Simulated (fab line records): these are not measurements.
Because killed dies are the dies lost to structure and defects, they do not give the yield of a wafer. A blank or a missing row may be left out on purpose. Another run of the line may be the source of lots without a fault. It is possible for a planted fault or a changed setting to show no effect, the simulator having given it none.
Comparing a struck lot with a sound one | flow sky130 | 43 steps out of a route of 708
Sound: the wafers L354.2, L354.3, L354.6. Wafers struck: L368.1, L368.2, L368.6. At the end, the cause is stated.
For every step that has rows: the tool of each side, followed by ch and its chambers, followed by its first start. Under that, the readings that differ: sound wafers | struck wafers | difference of the means | sigmas: that difference in standard deviations of wafers without a fault.
alike: a reading whose means differ by less than 2 such deviations, as well as words and numbers matching on both sides. not compared: withheld readings; readings where some wafer has no value; bounds like >300 that might hide an equal value; numbers whose values overlap and for which the record gives no deviation.
A row with sigmas, a row that says differs or no value, or rows on one side alone: a step with any of these is where the two part. Numbers that have no deviation but don't overlap get no sigmas and don't part them. A reading that every wafer of one side lacks parts them only if that side has two wafers or more.

first, 3 steps without rows for these wafers: SKY_GATE_OXIDE_CLEAN_15 (cleans in SC1/SC2, time 150 s); SKY_GATE_OXIDE_OXIDATION_16 (stabilise 600 s, purge 300 s, target thk 3.57 nm); SKY_POLY_GATE_CVD_00 (deposits poly-Si, target thk 180 nm, time 720 s).
SKY_POLY_GATE_THK_MEAS_01:
  sound: film metro-04 at day 17 06:38; struck: film metro-04 at day 21 11:28
  alike: POLY_GATE_CVD_00_THK
then, 8 steps without rows for these wafers: SKY_RES_PROTECT_DEHYDRATE_00 (time 60 s); SKY_RES_PROTECT_HMDS_01 (prime time 60 s); SKY_RES_PROTECT_COAT_02 (resist thk 1140 nm); SKY_RES_PROTECT_SOFTBAKE_03 (time 60 s); SKY_RES_PROTECT_EXPOSE_04 (exposes mask RPM, target cd 1270 nm); SKY_RES_PROTECT_PEB_05; SKY_RES_PROTECT_DEVELOP_06 (develop time 60 s); SKY_POLY_GATE_IMPLANT_02.
SKY_RES_PROTECT_STRIP_07: strips in O2/N2.
  sound on plasma asher-02 ch 0,1, day 18 11:32; struck on plasma asher-02 ch 0,1, day 22 17:35
  reading                      | sound             | struck            | difference | sigmas
  strip time to endpoint s (s) | 23.33 23.31 23.35 | 23.19 23.21 23.19 | -0.13      | -3
  alike: drypump motor current A, n2 flow sccm, oes product au
  not compared: rf hours counter h
SKY_RES_PROTECT_TW_MEAS_08:
  sound: film metro-02 at day 18 11:39; struck: film metro-04 at day 22 17:41
  alike: POLY_GATE_TW
then, 2 steps without rows for these wafers: SKY_RES_PROTECT_CLEAN_09 (cleans in SC1/SC2, time 150 s); SKY_POLY_GATE_CVD_03 (deposits Si3N4 from DCS/NH3, target thk 75 nm, time 1290 s).
SKY_POLY_GATE_THK_MEAS_04:
  sound: film metro-02 at day 18 14:11; struck: film metro-02 at day 22 19:10
  alike: POLY_GATE_CVD_03_THK
then, 8 steps without rows for these wafers: SKY_POLY_GATE_DEHYDRATE_05 (time 60 s); SKY_POLY_GATE_HMDS_06 (prime time 60 s); SKY_POLY_GATE_COAT_07 (resist thk 110 nm); SKY_POLY_GATE_COAT_08 (resist thk 450 nm); SKY_POLY_GATE_SOFTBAKE_09 (time 90 s); SKY_POLY_GATE_EXPOSE_10 (exposes mask P1M, target cd 150 nm); SKY_POLY_GATE_PEB_11; SKY_POLY_GATE_DEVELOP_12 (develop time 60 s).
SKY_POLY_GATE_CD_MEAS_13 targets a cd of 150 nm.
  sound: cd sem-02 at day 19 20:16; struck: cd sem-01 at day 24 00:34
  alike: cd nm
SKY_POLY_GATE_OVL_MEAS_14:
  sound: overlay-01 at day 19 20:22; struck: overlay-02 at day 24 00:41
  alike: POLY_GATE_OVL
SKY_POLY_GATE_ETCH_15: etches BARC in N2/H2, stops on SiO2, time 118.5 s, target depth 110 nm.
  sound on rie diel-01 ch 1,2, day 19 20:23; struck on rie diel-02 ch 0,3, day 24 00:43
  alike: drypump motor current A, h2 flow sccm, n2 flow sccm, oes product au, throttle valve pct
  not compared: rf hours counter h
SKY_POLY_GATE_ETCH_16: etches Si3N4 in CH3F/O2, stops on poly-Si, time 147.5 s, target depth 75 nm.
  sound on rie diel-01 ch 1,2, day 19 20:29; struck on rie diel-02 ch 0,3, day 24 00:48
  alike: drypump motor current A, oes product au, throttle valve pct
  not compared: rf hours counter h
SKY_POLY_GATE_ETCH_17: etches poly-Si in HBr/Cl2, stops on SiO2, target depth 180 nm, time 70.5 s.
  sound on rie si-02 ch 1,2, day 19 20:35; struck on rie si-01 ch 0,2,3, day 24 00:54
  alike: drypump motor current A, oes product au, throttle valve pct
  not compared: rf hours counter h
SKY_POLY_GATE_STRIP_18: strips in O2/N2.
  sound on plasma asher-01 ch 0,1, day 19 20:38; struck on plasma asher-01 ch 0,1, day 24 00:58
  alike: drypump motor current A, n2 flow sccm, oes product au, strip time to endpoint s
  not compared: rf hours counter h
then, 2 steps without rows for these wafers: SKY_POLY_GATE_CLEAN_19 (cleans in SC1/SC2, time 150 s); SKY_POLY_GATE_OXIDATION_20 (stabilise 600 s, purge 300 s, target thk 4 nm).
SKY_POLY_GATE_THK_MEAS_21:
  sound: film metro-04 at day 19 22:33; struck: film metro-03 at day 24 02:22
  alike: POLY_GATE_OXIDATION_THK
SKY_POLY_GATE_CD_MEAS_22:
  sound: cd sem-01 at day 19 22:38; struck: cd sem-01 at day 24 02:25
  alike: cd nm
then, 7 steps without rows for these wafers: SKY_LDD_N_DEHYDRATE_00 (time 60 s); SKY_LDD_N_HMDS_01 (prime time 60 s); SKY_LDD_N_COAT_02 (resist thk 300 nm); SKY_LDD_N_SOFTBAKE_03 (time 60 s); SKY_LDD_N_EXPOSE_04 (exposes mask NTM, target cd 840 nm); SKY_LDD_N_PEB_05; SKY_LDD_N_DEVELOP_06 (develop time 60 s).
-- record jumps: 27 days separate the struck wafers' starts on either side; left off in module LDD_N, taken up again in module PAD_OPEN, whose first shown step is the route's number 708 --
SKY_PAD_OPEN_PROBE_99:
  record: rows for the struck wafers here (prober-01, day 51 02:16), none for the sound ones

== WHERE THEY PART ==
First at SKY_RES_PROTECT_STRIP_07; last, within this record, at SKY_PAD_OPEN_PROBE_99.

WHY: the cause the simulator had injected
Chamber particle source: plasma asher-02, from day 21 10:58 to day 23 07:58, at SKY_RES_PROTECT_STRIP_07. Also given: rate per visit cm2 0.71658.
